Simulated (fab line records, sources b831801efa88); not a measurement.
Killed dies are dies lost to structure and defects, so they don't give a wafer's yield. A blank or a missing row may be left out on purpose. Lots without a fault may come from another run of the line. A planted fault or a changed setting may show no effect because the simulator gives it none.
Chamber matching | flow sky130 | SKY_CAP2M_CVD_00 on pecvd-03: 3 sister chambers
The step deposits SiO2, target thk 15.5 nm. 16 wafers are shown with their chamber, then 8 later ones without.

WAFERS WITH THEIR CHAMBER
wafer  | chamber | heater_power_w (W)
L154.3 | 1       | 741
L154.4 | 0       | 787
L154.6 | 1       | 723
L155.1 | 2       | 674
L155.2 | 0       | 700
L155.4 | 0       | 713
L158.3 | 1       | 668
L158.4 | 1       | 694
L158.5 | 2       | 678
L159.2 | 1       | 633
L159.4 | 1       | 625
L159.5 | 2       | 579
L161.2 | 0       | 756
L161.3 | 0       | 771
L161.6 | 0       | 765
L164.3 | 1       | 649

SIGNATURES (means of the wafers above)
reading        | chamber 0 | chamber 1 | chamber 2 | scatter within a chamber
heater_power_w | 748.67    | 676.14    | 643.67    | 43.2
Rule: a wafer's distance from a chamber is the root of the sum, over the readings, of the square of ((its reading less the chamber's mean) divided by the reading's scatter). The wafer belongs to the nearest chamber; if the next one is less than 2 further off, it can't be placed. The scatter: the root of (the sum of the squares of (reading less its chamber's mean) over the shown wafers, divided by (wafers less chambers)).

WAFERS WITHOUT THEIR CHAMBER
wafer  | heater_power_w (W)
L164.4 | 658
L164.5 | 650
L171.2 | 735
L171.4 | 684
L171.6 | 709
L173.1 | 658
L173.2 | 717
L173.4 | 704

WHICH CHAMBER EACH WENT THROUGH
wafer  | from the rows above          | in truth
L164.4 | can't be placed: 2 or 1 or 0 | 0
L164.5 | can't be placed: 2 or 1      | 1
L171.2 | can't be placed: 0 or 1 or 2 | 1
L171.4 | can't be placed: 1 or 2 or 0 | 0
L171.6 | can't be placed: 1 or 0 or 2 | 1
L173.1 | can't be placed: 2 or 1 or 0 | 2
L173.2 | can't be placed: 0 or 1 or 2 | 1
L173.4 | can't be placed: 1 or 0 or 2 | 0
Placed correctly: 0 of 8. Can't be placed from these rows: 8 (the true chamber is among the candidates in 8). Placed wrongly: 0.
